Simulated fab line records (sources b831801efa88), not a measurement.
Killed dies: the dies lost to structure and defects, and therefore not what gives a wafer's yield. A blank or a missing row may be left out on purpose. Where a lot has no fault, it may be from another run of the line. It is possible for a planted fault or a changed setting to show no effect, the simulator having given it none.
What tool caused it?	flow sky130	14 lots with 40 wafers sampled at 2 steps, on a route of 708 steps

## WHAT THE GAUGES SHOWED, per wafer
The record holds no reading of a measuring or inspecting step that can be judged against a usual standard deviation.

## TOOL THAT RAN EACH LOT (tool first, then ch and the chambers of the sampled wafers, then the start)
lot	SKY_FIELD_ISO_ETCH_17	SKY_PAD_OPEN_PROBE_99
L381	rieSi-01 ch 1,2,3, day 2 05:23	-
L382	rieSi-01 ch 0,1,2, day 2 11:20	-
L383	rieSi-01 ch 1,2, day 2 19:17	prober-01, day 47 02:44
L384	rieSi-02 ch 0,1,2, day 3 00:17	-
L386	rieSi-02 ch 0,1, day 3 12:02	prober-02, day 47 10:29
L387	rieSi-01 ch 0,2,3, day 3 12:02	-
L388	rieSi-02 ch 0,3, day 3 22:08	-
L389	rieSi-01 ch 0,2,3, day 3 22:29	-
L390	rieSi-02 ch 1,3, day 4 12:01	-
L391	rieSi-01 ch 0,3, day 4 12:22	-
L392	rieSi-02 ch 0,2,3, day 4 19:08	-
L393	rieSi-01 ch 0,2,3, day 4 22:35	-
L399	rieSi-02 ch 1,2, day 6 02:32	prober-02, day 50 02:00
L402	rieSi-02 ch 0,1, day 6 22:42	-
- SKY_FIELD_ISO_ETCH_17: etches Si in HBr/Cl2/O2, target depth 342 nm, time 97.7 s.
- SKY_PAD_OPEN_PROBE_99

## AS READ BY THE TOOLS THEMSELVES (means over the sampled wafers that have a number; for cases with no such wafer, the mark the record gives instead)
SKY_FIELD_ISO_ETCH_17. Usual: drypumpMotorCurrentA 5.8 A, standard deviation 0.39; oesProductAu 1.003 a.u., standard deviation 0.0091; throttleValvePct 25.653 %, standard deviation 0.01.
lot	tool	drypumpMotorCurrentA (A)	oesProductAu (a.u.)	throttleValvePct (%)	flag
L381	rieSi-01	5.8	1.003	25.649	
L382	rieSi-01	6.0	1.010	25.650	
L383	rieSi-01	5.9	1.012	25.641	
L384	rieSi-02	5.7	1.008	25.648	
L386	rieSi-02	5.4	1.001	25.660	
L387	rieSi-01	5.9	1.013	25.652	
L388	rieSi-02	5.5	1.002	25.654	
L389	rieSi-01	5.9	0.990	25.665	
L390	rieSi-02	5.3	1.002	25.643	
L391	rieSi-01	5.9	1.002	25.659	
L392	rieSi-02	5.7	0.997	25.658	
L393	rieSi-01	5.9	1.002	25.648	
L399	rieSi-02	5.7	0.814	25.772	OFF
L402	rieSi-02	5.4	0.907	25.718	OFF

SKY_PAD_OPEN_PROBE_99. Usual: killed_at_M0_to_M3 44, standard deviation 6.5; killed_at_M4_up 3.3, standard deviation 1.9; killedAtContacts 24, standard deviation 5.3; killedAtFrontEnd 15, standard deviation 4.5; killedAtOther 0.3, standard deviation 0.58; killedDies 87, standard deviation 9.3; killedOpen 48, standard deviation 6.6; killedShort 39, standard deviation 6.1.
lot	tool	killed_at_M0_to_M3	killed_at_M4_up	killedAtContacts	killedAtFrontEnd	killedAtOther	killedDies	killedOpen	killedShort	flag
L383	prober-01	41	5.0	18	16	0.3	81	46	35	
L386	prober-02	49	1.3	26	15	0.0	91	52	39	
L399	prober-02	47	5.0	27	9	1.0	89	48	41	

## THE ANSWER, worked out from the rows above alone
Rule: a lot is off if the mean of its wafers that have a number lies more than 3 standard deviations from the usual mean. Also off: a lot with no number at a reading for which 4 or more lots have one. Where the step has rows for the other lots, those lots are counted as sound. After the gauges, taken in route order, come the tools' own readings; for these a lot's mean is taken, as printed above. The first step at which some lot is off is used, and at that step the reading that is off furthest; a lot without a number counts as furthest.
Off: L399, L402 (SKY_FIELD_ISO_ETCH_17, oesProductAu).
If a tool, at that step or one of the process steps before it, ran each lot that is off and ran no sound lot following the first of them, it fits. One fits: SKY_FIELD_ISO_ETCH_17 on rieSi-02. Its last sound lot is L392 (day 4 19:08), its first lot that is off L399 (day 6 02:32): a fault that began between those two fits.
The tool's own readings at SKY_FIELD_ISO_ETCH_17 bear it out: on the lots that are off they differ by more than 5 times the standard deviation of the sound lots' means. oesProductAu reads 0.861 a.u. there against 1.004 a.u. on the sound lots; throttleValvePct reads 25.745 % there against 25.652 % on the sound lots.

## WHAT THE SIMULATOR HAD PUT IN
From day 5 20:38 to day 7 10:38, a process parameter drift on rieSi-02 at SKY_FIELD_ISO_ETCH_17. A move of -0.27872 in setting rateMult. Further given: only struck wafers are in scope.
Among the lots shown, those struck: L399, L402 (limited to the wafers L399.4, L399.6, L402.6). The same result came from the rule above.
